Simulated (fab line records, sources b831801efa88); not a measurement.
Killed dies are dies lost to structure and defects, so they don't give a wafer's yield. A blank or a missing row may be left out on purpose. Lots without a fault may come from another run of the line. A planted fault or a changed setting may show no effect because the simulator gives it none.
Which tool did it? | flow gf180mcu | 6 lots, 18 wafers sampled, at 2 steps of a route of 602

WHAT THE GAUGES READ, wafer by wafer
GF_PASSIVATION_THK_MEAS_01.
lot  | measured     | on            | PASSIVATION_CVD_00_THK (nm)
L188 | day 28 18:32 | film_metro-01 | 1003 985 1018
L191 | day 30 09:23 | film_metro-03 | 1018 1019 1018
L193 | day 30 13:19 | film_metro-01 | 979 995 979
L202 | day 32 19:47 | film_metro-02 | 1008 994 1009
L206 | day 33 16:04 | film_metro-03 | 993 991 1020
L209 | day 34 10:32 | film_metro-03 | 980 974 1014

WHICH TOOL RAN EACH LOT (tool, then ch and the chambers of the sampled wafers, then the start)
lot  | GF_PASSIVATION_CVD_00
L188 | pecvd-04 ch 0,1,2, day 28 18:26
L191 | pecvd-04 ch 0,1,2, day 30 09:18
L193 | pecvd-04 ch 0,1,2, day 30 13:14
L202 | pecvd-01 ch 1,2, day 32 19:42
L206 | pecvd-02 ch 1,2, day 33 15:58
L209 | pecvd-01 ch 0,1,2, day 34 10:28
- GF_PASSIVATION_CVD_00: deposits SiO2 from TEOS, target thk 1000 nm, time 111.95 s.

THE ANSWER, worked out from the rows above alone
Rule: what is usual is taken from the lots themselves. Put in order of their means at a reading, lots are off if they are a third of the lots or fewer, leave a main group of 4 or more, and stand apart from it by a gap of 3 or more times the standard deviation of the main group's means; of several such gaps the widest counts. A main group whose means are all the same, to the digits that the tables above print for the reading, isn't used. A lot without any number at a reading at which 4 lots or more have one is off too. The other lots that the step has rows for count as sound.
No lot is off at any reading shown: from this, nothing can be told.

WHAT THE SIMULATOR HAD PUT IN
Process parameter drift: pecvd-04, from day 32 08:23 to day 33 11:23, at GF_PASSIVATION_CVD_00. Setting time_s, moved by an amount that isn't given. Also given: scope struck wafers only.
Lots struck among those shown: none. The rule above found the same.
